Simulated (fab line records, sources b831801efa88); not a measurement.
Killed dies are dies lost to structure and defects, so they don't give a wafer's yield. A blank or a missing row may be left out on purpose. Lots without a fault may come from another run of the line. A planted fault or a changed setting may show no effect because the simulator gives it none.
fab line records | flow sfq_line
record lots=5 wafers=15 last_day=83
route steps=325 shown M7@289 I7@296 M8@311
lots that met no fault: from a run of the same line without faults
start_h: hours from the record's first day to the start of the lot's first wafer shown | wait_h: hours since the lot's step before | " the same as in the row above | L1.1+2: a row that stands for several wafers | - no value, or no start given | * or withheld: withheld | < > ~ a bound
route shown NAME@n: a module of which the file shows steps, and the number in the route of the first | usual: mean/standard deviation of fault-free wafers | same: alike in all rows | chamber/n: place in a boat | sites: the reading at each site | _std_site: their standard deviation | _edge_site: outer sites' mean less inner sites' | radius_mm: how far each site lies from the wafer's centre | mask NAME#n: copy n | behind: the tool/chamber that last shaped the wafer | hold: why the lot was held/for how many hours/how that ended | device: the transistor (n, p or np) that didn't switch | end of line: the same wafers' tests at the end of the route | a step without rows: its recipe alone | killed: dies lost to structure and defects at the first sort, not the wafer's yield | map: a wafer's dies, x killed, . not, _ none there
set.NAME: the setting as run; set.NAME@STEP: as run at that earlier step | model.NAME: the simulator's own value behind a step, which no gauge read
lots at some steps of the route; a table a step, a row a wafer
services: from which hour (start_h, from the record's first day; less than 0 if before it) a tool's chamber was out of use, for how many hours, and why
## steps
# step SFQ_TRILAYER_M7_LITHO_PEB_180
# recipe peb_temp_c=115 peb_time_s=60 resist=KrF
# columns lot.wafer tool chamber start_h wait_h
L074.1+3+4 litho_track-03 0 1634.25 1.0
L086.2+4+5 litho_track-03 0 1758.26 0.8
L090.1+3+4 litho_track-02 0 1840.25 1.0
L092.1+2+3 litho_track-02 0 1887.89 1.0
L097.1+2+3 litho_track-01 0 1901.57 1.0
# step SFQ_TRILAYER_M7_LITHO_DEVELOP_179
# recipe time_s=60 resist=KrF
# columns lot.wafer tool chamber start_h wait_h
L074.1+3+4 litho_track-03 0 1634.40 0.1
L086.2+4+5 litho_track-03 0 1758.41 0.1
L090.1+3+4 litho_track-02 0 1840.40 0.1
L092.1+2+3 litho_track-02 0 1888.04 0.1
L097.1+2+3 litho_track-01 0 1901.72 0.1
# step SFQ_M7_OVL_MEAS_945
# usual M7_OVL=2/5.1
# columns lot.wafer tool chamber start_h wait_h M7_OVL[nm]
L074.1 overlay-02 - 1634.55 0.1 -3
L074.3 " - " " -7
L074.4 " - " " 0
L086.2 overlay-02 - 1758.54 0.1 17
L086.4 " - " " 11
L086.5 " - " " 12
L090.1 overlay-02 - 1840.55 0.1 1
L090.3 " - " " -1
L090.4 " - " " -1
L092.1 overlay-01 - 1888.19 0.1 5
L092.2 " - " " 16
L092.3 " - " " 10
L097.1 overlay-02 - 1901.87 0.1 9
L097.2 " - " " 11
L097.3 " - " " 1
# step SFQ_TRILAYER_M7_BARC_OPEN_METAL_ETCH_229
# recipe mask_material=PR chemistry=O2 target_depth_nm=125 target=BARC icp_w=600 bias_w=80 pressure_mtorr=10 time_s=41.7
# usual drypump_motor_current_A=5.9/0.53 oes_product_au=0.685/0.0048
# columns lot.wafer tool chamber start_h wait_h drypump_motor_current_A oes_product_au rf_hours_counter_h
L074.1 rie_metal-04 0 1634.58 0.0 6.2 0.687 49
L074.3 " 0 " " 6.2 0.680 -
L074.4 " 1 " " 5.3 0.682 -
L086.2 rie_metal-02 0 1758.57 0.0 6.6 0.689 34
L086.4 " 1 " " 5.9 0.679 -
L086.5 " 1 " " 5.9 0.690 -
L090.1 rie_metal-04 0 1840.58 0.0 6.2 0.695 85
L090.3 " 0 " " 6.2 0.681 -
L090.4 " 0 " " 6.2 0.687 -
L092.1 rie_metal-04 1 1888.23 0.0 5.3 0.686 103
L092.2 " 0 " " 6.2 0.686 93
L092.3 " 1 " " 5.3 0.683 -
L097.1 rie_metal-04 0 1901.90 0.0 6.2 0.685 95
L097.2 " 1 " " 5.3 0.683 105
L097.3 " 1 " " 5.3 0.682 -
# step SFQ_TRILAYER_M7_ETCH_METAL_ETCH_180
# recipe target=Nb stop_on=SiO2 mask_material=PR chemistry=Cl2/Ar target_depth_nm=240 icp_w=600 bias_w=80 pressure_mtorr=10 time_s=120
# usual drypump_motor_current_A=5.9/0.53 oes_product_au=0.896/0.0064
# columns lot.wafer tool chamber start_h wait_h drypump_motor_current_A oes_product_au rf_hours_counter_h
L074.1 rie_metal-04 0 1634.64 0.0 6.2 0.889 49
L074.3 " 0 " " 6.2 0.894 -
L074.4 " 1 " " 5.3 0.883 -
L086.2 rie_metal-02 0 1758.63 0.0 6.6 0.905 34
L086.4 " 1 " " 6.0 0.890 -
L086.5 " 1 " " 6.0 0.900 -
L090.1 rie_metal-04 0 1840.70 0.1 6.2 0.897 85
L090.3 " 0 " " 6.2 0.898 -
L090.4 " 0 " " 6.2 0.894 -
L092.1 rie_metal-04 1 1888.29 0.0 5.3 0.896 103
L092.2 " 0 " " 6.2 0.886 93
L092.3 " 1 " " 5.3 0.885 -
L097.1 rie_metal-04 0 1901.96 0.0 6.2 0.903 95
L097.2 " 1 " " 5.3 0.902 105
L097.3 " 1 " " 5.3 0.908 -
# step SFQ_TRILAYER_M7_STRIP_STRIP_181
# recipe gas=O2 power_w=200 platen_temp_c=40 overash_fraction=0.65 chemistry=O2 pressure_mtorr=50
# usual drypump_motor_current_A=5.9/0.53 oes_product_au=0.998/0.0097 platen_temp_c=39.98/0.12
# columns lot.wafer tool chamber start_h wait_h drypump_motor_current_A oes_product_au platen_temp_c rf_hours_counter_h
L074.1 rie_metal-04 0 1634.77 0.1 6.2 1.012 40.34 49
L074.3 " 0 " " 6.2 1.010 40.08 -
L074.4 " 1 " " 5.3 1.025 40.10 -
L086.2 rie_metal-02 0 1758.76 0.1 6.6 0.993 39.84 34
L086.4 " 1 " " 5.9 0.989 40.07 -
L086.5 " 1 " " 5.9 0.984 40.22 -
L090.1 rie_metal-04 0 1840.95 0.2 6.2 0.993 39.68 85
L090.3 " 0 " " 6.2 0.988 39.88 -
L090.4 " 0 " " 6.2 0.991 39.99 -
L092.1 rie_metal-04 1 1888.41 0.1 5.3 1.013 40.27 103
L092.2 " 0 " " 6.2 0.988 39.76 93
L092.3 " 1 " " 5.3 1.007 40.04 -
L097.1 rie_metal-04 0 1902.09 0.1 6.2 1.004 39.90 95
L097.2 " 1 " " 5.3 1.015 39.94 105
L097.3 " 1 " " 5.3 1.011 39.86 -
# step SFQ_TRILAYER_M7_STRIP_SOLV_CLEAN_182
# recipe chemistry=NMP temp_c=70 time_s=600
# usual bath_heat_duty_pct=13.9/1.7
# columns lot.wafer tool chamber start_h wait_h bath_heat_duty_pct
L074.1 wet_bench-04 3 1635.37 0.4 15.3
L074.3 " 5 " " 15.0
L074.4 " 4 " " 14.2
L086.2 wet_bench-02 6 1759.36 0.4 14.9
L086.4 " 4 " " 13.6
L086.5 " 7 " " 10.3
L090.1 wet_bench-04 5 1842.15 1.0 14.6
L090.3 " 3 " " 16.1
L090.4 " 2 " " 11.5
L092.1 wet_bench-04 2 1889.01 0.4 11.4
L092.2 " 6 " " 14.7
L092.3 " 0 " " 14.1
L097.1 wet_bench-02 0 1902.69 0.4 13.4
L097.2 " 3 " " 8.7
L097.3 " 6 " " 14.4
# step SFQ_TRILAYER_I7_DEP_PECVD_183
# recipe material=SiO2 temp_c=150 time_s=111.11 pressure_torr=2.4 rf_w=183.3 precursor=SiH4/N2O target_thk_nm=500
# usual heater_power_w=81/14 throttle_valve_pct=24.8/1.5
# columns lot.wafer tool chamber start_h wait_h heater_power_w throttle_valve_pct
L074.1 pecvd-01 1 1635.54 0.0 88 24.9
L074.3 " 0 " " 100 25.5
L074.4 " 2 " " 57 26.6
L086.2 pecvd-03 0 1759.53 0.0 91 25.5
L086.4 " 2 " " 78 27.4
L086.5 " 2 " " 81 27.3
L090.1 pecvd-04 1 1842.33 0.0 92 22.9
L090.3 " 2 " " 70 24.3
L090.4 " 1 " " 75 22.7
L092.1 pecvd-01 0 1889.19 0.0 110 25.9
L092.2 " 2 " " 50 26.4
L092.3 " 1 " " 86 24.4
L097.1 pecvd-04 2 1902.86 0.0 78 24.2
L097.2 " 1 " " 78 23.0
L097.3 " 0 " " 75 24.4
# step SFQ_TRILAYER_I7_CMP_CMP_184
# recipe material=SiO2 down_force_psi=3 platen_rpm=60 pad_velocity_m_s=0.94248
# usual motor_current_A=10.6/0.57 time_to_endpoint_s=213/5.9
# columns lot.wafer tool chamber start_h wait_h motor_current_A time_to_endpoint_s
L074.4 cmp-02 3 1640.90 5.3 11.0 213
L074.1 " 1 1641.90 6.3 10.3 208
L074.3 " 2 " " 11.2 210
L086.2 cmp-02 1 1761.91 2.3 10.3 217
L086.4 " 2 " " 12.1 219
L086.5 " 1 1763.91 4.3 10.0 226
L090.1 cmp-01 0 1842.91 0.5 10.9 208
L090.3 " 1 " " 10.5 212
L090.4 " 2 " " 11.0 214
L092.1 cmp-01 1 1889.27 0.0 10.4 213
L092.3 " 3 1890.27 1.0 11.0 200
L092.2 " 0 " " 10.5 200
L097.2 cmp-01 1 1903.28 0.4 10.5 205
L097.3 " 2 " " 11.0 214
L097.1 " 0 1904.78 1.9 10.4 214
# step SFQ_I7_BOW_MEAS_946
# recipe mode=bow
# usual I7_BOW=6/10
# columns lot.wafer tool chamber start_h wait_h I7_BOW[um]
L074.1 film_metro-01 - 1643.90 1.5 8
L074.3 " - " " 12
L074.4 " - " " 21
L086.2 film_metro-02 - 1764.43 2.0 -2
L086.4 " - " " -6
L086.5 " - " " -14
L090.1 film_metro-02 - 1845.41 2.0 -12
L090.3 " - " " -13
L090.4 " - " " -11
L092.1 film_metro-03 - 1892.27 2.5 -6
L092.2 " - " " 13
L092.3 " - " " 4
L097.1 film_metro-02 - 1906.28 1.0 0
L097.2 " - " " 8
L097.3 " - " " 4
# step SFQ_TRILAYER_I7_METRO_MEASURE_185
# usual thk_nm=199.9/0.87
# columns lot.wafer tool chamber start_h wait_h thk_nm
L074.1 film_metro-01 - 1644.02 0.1 200.9
L074.3 " - " " 199.9
L074.4 " - " " 199.9
L086.2 film_metro-02 - 1764.73 0.3 201.5
L086.4 " - " " 200.5
L086.5 " - " " 201.2
L090.1 film_metro-02 - 1845.53 0.1 199.6
L090.3 " - " " 199.8
L090.4 " - " " 200.0
L092.1 film_metro-03 - 1892.39 0.1 200.1
L092.2 " - " " 201.0
L092.3 " - " " 198.9
L097.1 film_metro-02 - 1906.40 0.1 200.2
L097.2 " - " " 199.9
L097.3 " - " " 199.3
# step SFQ_TRILAYER_I7_VIA_LITHO_COAT_192
# recipe resist=BARC spin_rpm=3000 resist_thk_nm=62
# columns lot.wafer tool chamber start_h wait_h
L074.1+3+4 litho_track-04 0 1645.22 1.0
L086.2+4+5 litho_track-03 0 1765.78 0.8
L090.1+3+4 litho_track-04 0 1846.73 1.0
L092.1+2+3 litho_track-03 0 1893.59 1.0
L097.1+2+3 litho_track-04 0 1907.60 1.0
# step SFQ_TRILAYER_I7_VIA_LITHO_COAT_187
# recipe resist=KrF spin_rpm=3000 resist_thk_nm=650
# columns lot.wafer tool chamber start_h wait_h
L074.1+3+4 litho_track-04 0 1645.52 0.2
L086.2+4+5 litho_track-03 0 1766.08 0.2
L090.1+3+4 litho_track-04 0 1847.03 0.2
L092.1+2+3 litho_track-03 0 1893.89 0.2
L097.1+2+3 litho_track-04 0 1907.90 0.2
# step SFQ_TRILAYER_I7_VIA_LITHO_SOFTBAKE_191
# recipe temp_c=withheld time_s=withheld resist=KrF
# columns lot.wafer tool chamber start_h wait_h
L074.1+3+4 litho_track-04 0 1645.82 0.2
L086.2+4+5 litho_track-03 0 1766.35 0.2
L090.1+3+4 litho_track-04 0 1847.33 0.2
L092.1+2+3 litho_track-03 0 1894.19 0.2
L097.1+2+3 litho_track-04 0 1908.20 0.2
# step SFQ_TRILAYER_I7_VIA_LITHO_EXPOSE_188
# recipe mask_id=I7 na=0.6 source_shape=conventional sigma_outer=0.65 target_cd_nm=1000 dose_mj=21.3
# columns lot.wafer tool chamber start_h wait_h mask
L074.1+3+4 krf_scanner-02 0 1669.05 - I7#0
L086.2+4+5 krf_scanner-01 0 1818.66 - I7#0
L090.1+3+4 krf_scanner-02 0 1847.60 - I7#0
L092.1+2+3 krf_scanner-02 0 1895.57 - I7#0
L097.1+2+3 krf_scanner-02 0 1913.57 - I7#0
# step SFQ_TRILAYER_I7_VIA_LITHO_PEB_190
# recipe peb_temp_c=115 peb_time_s=60 resist=KrF
# columns lot.wafer tool chamber start_h wait_h
L074.1+3+4 litho_track-03 0 1670.25 1.0
L086.2+4+5 litho_track-01 0 1819.69 0.8
L090.1+3+4 litho_track-04 0 1848.80 1.0
L092.1+2+3 litho_track-01 0 1896.77 1.0
L097.1+2+3 litho_track-01 0 1914.77 1.0
# step SFQ_TRILAYER_I7_VIA_LITHO_DEVELOP_189
# recipe time_s=60 resist=KrF
# columns lot.wafer tool chamber start_h wait_h
L074.1+3+4 litho_track-03 0 1670.40 0.1
L086.2+4+5 litho_track-01 0 1819.84 0.1
L090.1+3+4 litho_track-04 0 1848.95 0.1
L092.1+2+3 litho_track-01 0 1896.92 0.1
L097.1+2+3 litho_track-01 0 1914.92 0.1
# step SFQ_I7_OVL_MEAS_947
# usual I7_OVL=3/6.2
# columns lot.wafer tool chamber start_h wait_h I7_OVL[nm]
L074.1 overlay-02 - 1670.55 0.1 3
L074.3 " - " " 3
L074.4 " - " " 0
L086.2 overlay-02 - 1819.97 0.1 13
L086.4 " - " " 16
L086.5 " - " " 9
L090.1 overlay-01 - 1849.10 0.1 -1
L090.3 " - " " 0
L090.4 " - " " -1
L092.1 overlay-02 - 1897.07 0.1 5
L092.2 " - " " 3
L092.3 " - " " 6
L097.1 overlay-02 - 1915.07 0.1 18
L097.2 " - " " 1
L097.3 " - " " 15
# step SFQ_TRILAYER_I7_VIA_BARC_OPEN_VIA_ETCH_260
# recipe mask_material=PR chemistry=O2 target_depth_nm=125 target=BARC source_w=500 bias_w=80 pressure_mtorr=30 time_s=41.7
# usual drypump_motor_current_A=5.6/0.46 oes_product_au=0.685/0.0048
# columns lot.wafer tool chamber start_h wait_h drypump_motor_current_A oes_product_au rf_hours_counter_h
L074.1 rie_diel-04 2 1670.58 0.0 5.5 0.681 2
L074.3 " 1 " " 4.8 0.691 3
L074.4 " 0 " " 6.1 0.689 11
L086.2 rie_diel-03 0 1820.00 0.0 6.3 0.679 14
L086.4 " 3 " " 5.7 0.689 6
L086.5 " 3 " " 5.7 0.688 -
L090.1 rie_diel-02 2 1849.14 0.0 5.6 0.687 9
L090.3 " 0 " " 6.3 0.684 17
L090.4 " 3 " " 5.3 0.694 12
L092.1 rie_diel-02 0 1897.10 0.0 6.3 0.680 18
L092.2 " 2 " " 5.6 0.680 10
L092.3 " 3 " " 5.3 0.679 13
L097.1 rie_diel-02 2 1915.10 0.0 5.6 0.694 11
L097.2 " 3 " " 5.3 0.687 13
L097.3 " 0 " " 6.4 0.691 18
# step SFQ_TRILAYER_I7_VIA_ETCH_VIA_ETCH_190
# recipe target=SiO2 stop_on=Nb mask_material=PR taper_deg=20 chemistry=CHF3 target_depth_nm=260 source_w=500 bias_w=80 pressure_mtorr=30 time_s=withheld
# usual drypump_motor_current_A=5.6/0.45 oes_product_au=0.854/0.0049
# columns lot.wafer tool chamber start_h wait_h drypump_motor_current_A oes_product_au
L074.1 rie_diel-04 2 1670.62 0.0 5.6 0.855
L074.3 " 1 " " 4.9 0.852
L074.4 " 0 " " 6.1 0.849
L086.2 rie_diel-03 0 1820.04 0.0 6.3 0.860
L086.4 " 3 " " 5.8 0.855
L086.5 " 3 " " 5.7 0.852
L090.1 rie_diel-02 2 1849.18 0.0 5.6 0.847
L090.3 " 0 " " 6.3 0.856
L090.4 " 3 " " 5.3 0.859
L092.1 rie_diel-02 0 1897.14 0.0 6.3 0.870
L092.2 " 2 " " 5.6 0.857
L092.3 " 3 " " 5.3 0.854
L097.1 rie_diel-02 2 1915.14 0.0 5.6 0.859
L097.2 " 3 " " 5.3 0.858
L097.3 " 0 " " 6.4 0.858
# step SFQ_TRILAYER_I7_VIA_STRIP_STRIP_191
# recipe gas=O2 power_w=200 platen_temp_c=40 overash_fraction=0.65 chemistry=O2 pressure_mtorr=50
# usual drypump_motor_current_A=5.7/0.51 oes_product_au=0.997/0.0082 platen_temp_c=40.01/0.1
# columns lot.wafer tool chamber start_h wait_h drypump_motor_current_A oes_product_au platen_temp_c rf_hours_counter_h
L074.1 rie_metal-01 0 1670.74 - 5.3 0.996 40.02 112
L074.3 " 0 " " 5.3 1.002 39.97 -
L074.4 " 1 " " 5.7 1.005 39.95 -
L086.2 rie_metal-03 0 1820.15 - 5.9 0.996 40.01 104
L086.4 " 0 " " 6.0 0.998 40.09 -
L086.5 " 1 " " 5.0 0.991 40.11 -
L090.1 rie_metal-01 0 1849.29 - 5.3 0.998 40.09 141
L090.3 " 1 " " 5.7 0.999 39.81 -
L090.4 " 0 " " 5.3 1.008 40.15 -
L092.1 rie_metal-02 0 1897.26 - 6.6 0.992 40.06 52
L092.2 " 1 " " 5.9 0.994 40.13 103
L092.3 " 0 " " 6.6 0.995 40.16 -
L097.1 rie_metal-02 1 1915.26 - 6.0 0.995 39.95 106
L097.2 " 0 " " 6.6 0.985 39.83 56
L097.3 " 1 " " 5.9 0.988 40.02 -
# step SFQ_TRILAYER_I7_VIA_STRIP_SOLV_CLEAN_192
# recipe chemistry=NMP temp_c=70 time_s=600
# usual bath_heat_duty_pct=13.8/1.7
# columns lot.wafer tool chamber start_h wait_h bath_heat_duty_pct
L074.1 wet_bench-01 7 1671.34 0.4 13.9
L074.3 " 5 " " 11.9
L074.4 " 0 " " 12.4
L086.2 wet_bench-02 5 1820.75 0.4 15.9
L086.4 " 2 " " 15.3
L086.5 " 6 " " 15.5
L090.1 wet_bench-03 0 1849.89 0.4 12.8
L090.3 " 6 " " 14.1
L090.4 " 5 " " 12.7
L092.1 wet_bench-02 1 1897.86 0.4 15.8
L092.2 " 6 " " 14.5
L092.3 " 2 " " 15.3
L097.1 wet_bench-03 1 1915.86 0.4 16.5
L097.2 " 0 " " 13.2
L097.3 " 7 " " 15.0
# step SFQ_TRILAYER_M8_LITHO_LOR_COAT_197
# recipe resist=lift-off spin_rpm=3000
# columns lot.wafer tool chamber start_h wait_h
L074.1+3+4 litho_track-03 0 1671.51 0.0
L086.2+4+5 litho_track-04 0 1821.09 0.2
L090.1+3+4 litho_track-04 0 1850.07 0.0
L092.1+2+3 litho_track-02 0 1898.03 0.0
L097.1+2+3 litho_track-03 0 1916.03 0.0
# step SFQ_TRILAYER_M8_LITHO_LOR_BAKE_198
# recipe resist=lift-off temp_c=withheld time_s=withheld
# columns lot.wafer tool chamber start_h wait_h
L074.1+3+4 litho_track-03 0 1671.81 0.2
L086.2+4+5 litho_track-04 0 1821.43 0.3
L090.1+3+4 litho_track-04 0 1850.37 0.2
L092.1+2+3 litho_track-02 0 1898.33 0.2
L097.1+2+3 litho_track-03 0 1916.33 0.2
# step SFQ_TRILAYER_M8_LITHO_COAT_193
# recipe resist=KrF spin_rpm=3000 resist_thk_nm=600
# columns lot.wafer tool chamber start_h wait_h
L074.1+3+4 litho_track-03 0 - -
L086.2+4+5 litho_track-04 0 - -
L090.1+3+4 litho_track-04 0 - -
L092.1+2+3 litho_track-02 0 - -
L097.1+2+3 litho_track-03 0 - -
# step SFQ_TRILAYER_M8_LITHO_SOFTBAKE_199
# recipe temp_c=withheld time_s=withheld resist=KrF
# columns lot.wafer tool chamber start_h wait_h
L074.1+3+4 litho_track-03 0 - -
L086.2+4+5 litho_track-04 0 - -
L090.1+3+4 litho_track-04 0 - -
L092.1+2+3 litho_track-02 0 - -
L097.1+2+3 litho_track-03 0 - -
# step SFQ_TRILAYER_M8_LITHO_EXPOSE_194
# recipe mask_id=M8 na=0.6 source_shape=conventional sigma_outer=0.65 target_cd_nm=2000 dose_mj=14.4
# columns lot.wafer tool chamber start_h wait_h mask
L074.1+3+4 krf_scanner-02 0 1689.25 - M8#0
L086.2+4+5 krf_scanner-02 0 1823.61 - M8#0
L090.1+3+4 krf_scanner-01 0 1930.45 - M8#0
L092.1+2+3 krf_scanner-01 0 1964.99 - M8#0
L097.1+2+3 krf_scanner-01 0 1980.59 - M8#0
# step SFQ_TRILAYER_M8_LITHO_PEB_196
# recipe peb_temp_c=115 peb_time_s=60 resist=KrF
# columns lot.wafer tool chamber start_h wait_h
L074.1+3+4 litho_track-03 0 1690.45 1.0
L086.2+4+5 litho_track-03 0 1824.63 0.8
L090.1+3+4 litho_track-02 0 1931.65 1.0
L092.1+2+3 litho_track-03 0 1966.19 1.0
L097.1+2+3 litho_track-04 0 1981.79 1.0
# step SFQ_TRILAYER_M8_LITHO_DEVELOP_195
# recipe img_clear_s=15 time_s=55 resist=KrF
# columns lot.wafer tool chamber start_h wait_h
L074.1+3+4 litho_track-03 0 1690.60 0.1
L086.2+4+5 litho_track-03 0 1824.78 0.1
L090.1+3+4 litho_track-02 0 1931.80 0.1
L092.1+2+3 litho_track-03 0 1966.34 0.1
L097.1+2+3 litho_track-04 0 1981.94 0.1
# step SFQ_M8_OVL_MEAS_948
# usual M8_OVL=1/5.2
# columns lot.wafer tool chamber start_h wait_h M8_OVL[nm]
L074.1 overlay-01 - 1690.74 0.1 4
L074.3 " - " " 4
L074.4 " - " " -3
L086.2 overlay-02 - 1824.91 0.1 5
L086.4 " - " " 4
L086.5 " - " " 7
L090.1 overlay-01 - 1931.94 0.1 -4
L090.3 " - " " -5
L090.4 " - " " -5
L092.1 overlay-02 - 1966.48 0.1 1
L092.2 " - " " 1
L092.3 " - " " -2
L097.1 overlay-01 - 1982.08 0.1 7
L097.2 " - " " 9
L097.3 " - " " 3
# step SFQ_TRILAYER_M8_DEP_EVAP_197
# recipe material=Ti angular_spread_deg=1 target_thk_nm=20 time_s=100 power_w=2000
# columns lot.wafer tool chamber start_h wait_h
L074.1+3+4 pvd_sputter-01 - 1690.77 0.0
L086.2+4+5 pvd_sputter-01 - 1824.94 0.0
L090.1+3+4 pvd_sputter-01 - 1931.98 0.0
L092.1+2+3 pvd_sputter-01 - 1966.52 0.0
L097.1+2+3 pvd_sputter-02 - 1982.12 0.0
# step SFQ_TRILAYER_M8_DEP_EVAP_198
# recipe material=Pt angular_spread_deg=1 target_thk_nm=50 time_s=250 power_w=2000
# columns lot.wafer tool chamber start_h wait_h
L074.1+3+4 pvd_sputter-01 - 1690.85 0.0
L086.2+4+5 pvd_sputter-01 - 1825.01 0.0
L090.1+3+4 pvd_sputter-01 - 1932.05 0.0
L092.1+2+3 pvd_sputter-01 - 1966.59 0.0
L097.1+2+3 pvd_sputter-02 - 1982.19 0.0
# step SFQ_TRILAYER_M8_DEP_EVAP_196
# recipe material=Au angular_spread_deg=1 target_thk_nm=180 time_s=900 power_w=2000
# columns lot.wafer tool chamber start_h wait_h
L074.1+3+4 pvd_sputter-01 - 1691.00 0.1
L086.2+4+5 pvd_sputter-01 - 1825.16 0.1
L090.1+3+4 pvd_sputter-01 - 1932.21 0.1
L092.1+2+3 pvd_sputter-01 - 1966.74 0.1
L097.1+2+3 pvd_sputter-02 - 1982.34 0.1
# step SFQ_M8_RS_MEAS_949
# recipe thk_meas_gauge=four-point-probe reads=Au_of_TRILAYER_M8_DEP_EVAP_196+Pt_of_TRILAYER_M8_DEP_EVAP_198+Ti_of_TRILAYER_M8_DEP_EVAP_197
# usual M8_AU_RS=0.1531/0.0015
# columns lot.wafer tool chamber start_h wait_h M8_AU_RS[ohm/sq]
L074.1 film_metro-04 - 1691.52 0.3 0.1559
L074.3 " - " " 0.1556
L074.4 " - " " 0.1556
L086.2 film_metro-01 - 1825.70 0.3 0.1531
L086.4 " - " " 0.1534
L086.5 " - " " 0.1530
L090.1 film_metro-04 - 1932.73 0.3 0.1533
L090.3 " - " " 0.1522
L090.4 " - " " 0.1543
L092.1 film_metro-03 - 1967.26 0.3 0.1518
L092.2 " - " " 0.1548
L092.3 " - " " 0.1559
L097.1 film_metro-03 - 1982.86 0.3 0.1538
L097.2 " - " " 0.1544
L097.3 " - " " 0.1534
# step SFQ_M8_THK_MEAS_950
# recipe thk_meas_gauge=xrf reads=Au_of_TRILAYER_M8_DEP_EVAP_196
# usual M8_AU_THK=178.1/1.9
# columns lot.wafer tool chamber start_h wait_h M8_AU_THK[nm]
L074.1 film_metro-04 - 1691.64 0.1 175.0
L074.3 " - " " 176.3
L074.4 " - " " 176.2
L086.2 film_metro-01 - 1825.81 0.1 178.4
L086.4 " - " " 177.7
L086.5 " - " " 178.6
L090.1 film_metro-04 - 1932.85 0.1 179.4
L090.3 " - " " 179.7
L090.4 " - " " 177.8
L092.1 film_metro-03 - 1967.38 0.1 177.9
L092.2 " - " " 175.6
L092.3 " - " " 174.2
L097.1 film_metro-03 - 1982.98 0.1 175.5
L097.2 " - " " 175.8
L097.3 " - " " 175.6
# step SFQ_TRILAYER_M8_LIFTOFF_LIFTOFF_197
# recipe temp_c=80 time_s=600 chemistry=NMP
# usual bath_heat_duty_pct=18.0/1.7
# columns lot.wafer tool chamber start_h wait_h bath_heat_duty_pct
L074.1 wet_bench-01 0 1691.70 0.1 17.3
L074.3 " 5 " " 17.2
L074.4 " 6 " " 20.0
L086.2 wet_bench-04 3 1825.86 0.0 19.6
L086.4 " 0 " " 18.4
L086.5 " 6 " " 20.1
L090.1 wet_bench-04 6 1932.91 0.1 17.9
L090.3 " 7 " " 17.8
L090.4 " 3 " " 20.2
L092.1 wet_bench-04 4 1967.44 0.1 18.1
L092.2 " 0 " " 16.2
L092.3 " 6 " " 18.8
L097.1 wet_bench-03 1 1983.04 0.1 20.2
L097.2 " 0 " " 16.6
L097.3 " 2 " " 20.7
# step SFQ_M8_BOW_MEAS_951
# recipe mode=bow
# usual M8_BOW=6/11
# columns lot.wafer tool chamber start_h wait_h M8_BOW[um]
L074.1 film_metro-03 - 1691.87 0.0 10
L074.3 " - " " 14
L074.4 " - " " 23
L086.2 film_metro-03 - 1826.06 0.0 -2
L086.4 " - " " -6
L086.5 " - " " -13
L090.1 film_metro-01 - 1933.08 0.0 -14
L090.3 " - " " -13
L090.4 " - " " -12
L092.1 film_metro-01 - 1967.62 0.0 -6
L092.2 " - " " 14
L092.3 " - " " 4
L097.1 film_metro-01 - 1983.22 0.0 1
L097.2 " - " " 8
L097.3 " - " " 3
## services
# columns tool chamber start_h hours kind
rie_metal-04 - 1610.41 2.8 pm
rie_diel-02 - 1637.06 2.8 pm
rie_diel-02 3 1659.84 3.4 repair
krf_scanner-02 - 1668.07 0.2 repair
krf_scanner-02 - 1683.45 1.0 pm
rie_diel-02 3 1716.63 39.4 repair
rie_metal-04 - 1761.46 1.6 repair
krf_scanner-02 - 1782.24 1.3 pm
pvd_sputter-01 - 1789.17 4.1 repair
rie_diel-02 - 1810.16 0.1 repair
rie_metal-04 1 1828.89 28.8 repair
rie_diel-02 1 1835.50 2.8 repair
krf_scanner-02 - 1842.61 4.4 pm
krf_scanner-02 - 1852.41 1.0 pm
rie_diel-02 3 1860.08 5.5 repair
krf_scanner-02 - 1869.66 0.2 repair
krf_scanner-02 - 1870.39 5.5 repair
krf_scanner-02 - 1874.47 1.6 repair
krf_scanner-02 - 1903.47 0.2 repair
rie_diel-02 1 1930.57 1.7 repair
krf_scanner-02 - 1953.81 0.6 repair
krf_scanner-02 - 1958.05 1.3 pm
krf_scanner-02 - 1963.66 0.8 pm
krf_scanner-02 - 1966.88 1.4 repair
## key
fault none
